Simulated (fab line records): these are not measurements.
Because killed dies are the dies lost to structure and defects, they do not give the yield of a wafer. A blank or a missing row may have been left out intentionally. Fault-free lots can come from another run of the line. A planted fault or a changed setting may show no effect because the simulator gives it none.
Which tool is to blame? ; flow gf180mcu ; 11 lots with 33 wafers sampled at 5 steps, on a route of 602 steps

== WHAT THE GAUGES READ, wafer by wafer ==
GF_STI_THK_MEAS_24.
lot;measured;on;STI_CVD_23_THK (nm)
L905;day 2 03:04;film-metro-02;652 652 656
L906;day 2 07:50;film-metro-03;652 654 646
L909;day 2 23:46;film-metro-04;671 652 669
L910;day 3 06:19;film-metro-04;642 649 647
L920;day 5 10:55;film-metro-03;655 653 653
L923;day 6 00:09;film-metro-03;649 651 653
L924;day 6 07:19;film-metro-02;650 660 648
L925;day 6 09:40;film-metro-03;646 641 640
L926;day 6 14:50;film-metro-03;645 645 640
L927;day 7 01:38;film-metro-04;648 646 650
L928;day 7 07:09;film-metro-04;650 644 644

GF_NWELL_OVL_MEAS_07.
lot;measured;on;NWELL_OVL (nm)
L905;day 3 06:17;overlay-01;-0.1 -2.3 -1.9
L906;day 3 11:47;overlay-01;1.1 0.8 0.3
L909;day 4 06:23;overlay-01;-0.1 -1.1 -1.3
L910;day 4 10:50;overlay-01;-0.4 -0.7 0.0
L920;day 6 19:38;overlay-01;-1.7 -1.2 -1.0
L923;day 7 10:35;overlay-01;-1.3 0.7 1.5
L924;day 7 16:38;overlay-02;1.6 1.2 0.2
L925;day 7 18:56;overlay-01;0.9 1.5 -0.4
L926;day 8 00:11;overlay-02;0.7 -0.6 1.4
L927;day 8 16:53;overlay-02;0.3 1.5 1.3
L928;day 8 17:38;overlay-01;-2.6 -0.8 -0.7

GF_NWELL_TW_MEAS_11.
lot;measured;on;NWELL_TW
L905;day 3 06:43;film-metro-04;1560 1560 1565
L906;day 3 12:14;film-metro-01;1582 1596 1583
L909;day 4 06:49;film-metro-02;1563 1576 1560
L910;day 4 11:17;film-metro-01;1586 1587 1579
L920;day 6 20:04;film-metro-01;1589 1588 1605
L923;day 7 11:01;film-metro-04;1577 1563 1566
L924;day 7 17:04;film-metro-04;1565 1565 1573
L925;day 7 19:23;film-metro-01;1603 1592 1603
L926;day 8 00:38;film-metro-01;1575 1576 1578
L927;day 8 17:19;film-metro-01;1569 1573 1576
L928;day 8 18:04;film-metro-01;1582 1581 1585

== EACH LOT AND THE TOOL THAT RAN IT (in order: tool; ch and the chambers of the sampled wafers; start) ==
lot;GF_STI_ETCH_14;GF_STI_CVD_23
L905;rie-si-01 ch 0,2, day 2 00:56;hdpcvd-02 ch 0,1,2, day 2 02:59
L906;rie-si-01 ch 1,2, day 2 06:02;hdpcvd-02 ch 1,2, day 2 07:45
L909;rie-si-02 ch 0,1,2, day 2 21:58;hdpcvd-02 ch 0,1, day 2 23:41
L910;rie-si-02 ch 0,2, day 3 03:05;hdpcvd-01 ch 0,2, day 3 06:14
L920;rie-si-01 ch 0,2,3, day 5 09:07;hdpcvd-01 ch 1,2, day 5 10:50
L923;rie-si-01 ch 1,2, day 5 22:20;hdpcvd-01 ch 1,2, day 6 00:04
L924;rie-si-02 ch 1,2,3, day 6 04:44;hdpcvd-02 ch 0,1,2, day 6 07:14
L925;rie-si-02 ch 1,2,3, day 6 07:41;hdpcvd-01 ch 0,1,2, day 6 09:35
L926;rie-si-02 ch 1,3, day 6 12:59;hdpcvd-01 ch 0,1, day 6 14:45
L927;rie-si-02 ch 1,3, day 6 20:04;hdpcvd-01 ch 0,1, day 7 01:33
L928;rie-si-01 ch 0,2, day 7 00:29;hdpcvd-02 ch 0,1,2, day 7 07:04
- GF_STI_ETCH_14: etches Si in HBr/Cl2/O2, target depth 360 nm, time 102.9 s.
- GF_STI_CVD_23: deposits SiO2, target thk 650 nm, time 108.3 s.

== AS READ BY THE TOOLS THEMSELVES (means over the sampled wafers that have a number; for cases with no such wafer, the mark the record gives instead) ==
GF_STI_ETCH_14.
lot;tool;drypump-motor-current-A (A);oes-product-au (a.u.);throttle-valve-pct (%)
L905;rie-si-01;5.3;0.995;25.653
L906;rie-si-01;6.2;0.993;25.658
L909;rie-si-02;5.9;0.993;25.656
L910;rie-si-02;5.5;0.991;25.659
L920;rie-si-01;5.3;0.996;25.652
L923;rie-si-01;6.2;0.996;25.660
L924;rie-si-02;6.3;1.003;25.658
L925;rie-si-02;6.3;0.989;25.673
L926;rie-si-02;6.4;0.987;25.664
L927;rie-si-02;6.5;0.994;25.660
L928;rie-si-01;5.4;0.998;25.663

GF_STI_CVD_23.
lot;tool;pressure-mtorr (mTorr)
L905;hdpcvd-02;6.008
L906;hdpcvd-02;6.016
L909;hdpcvd-02;5.990
L910;hdpcvd-01;6.003
L920;hdpcvd-01;5.992
L923;hdpcvd-01;6.005
L924;hdpcvd-02;5.988
L925;hdpcvd-01;6.018
L926;hdpcvd-01;6.002
L927;hdpcvd-01;5.995
L928;hdpcvd-02;5.998

== THE ANSWER, worked out from the rows above alone ==
Rule: the usual values come from the lots themselves. The widest of any qualifying gaps counts: lots, ordered by their means at a reading, are off when they make up no more than a third of the lots, leave a main group of 4 or more, and stand apart from it by 3 or more times the standard deviation of that group's means. The tables above print the reading to a certain number of digits; a main group whose means all agree to those digits is not used. A lot without any number at a reading at which 4 lots or more have one is off too. All remaining lots with rows at the step are treated as sound. Order of review: gauges by route order, followed by the tools' own readings, for which a lot's mean as printed above is used. At the first step where some lot is off, the reading lying furthest off is the one used; lots without a number count as furthest.
Across all readings shown, no lot is off: no conclusion can be drawn from this.

== WHAT THE SIMULATOR HAD PUT IN ==
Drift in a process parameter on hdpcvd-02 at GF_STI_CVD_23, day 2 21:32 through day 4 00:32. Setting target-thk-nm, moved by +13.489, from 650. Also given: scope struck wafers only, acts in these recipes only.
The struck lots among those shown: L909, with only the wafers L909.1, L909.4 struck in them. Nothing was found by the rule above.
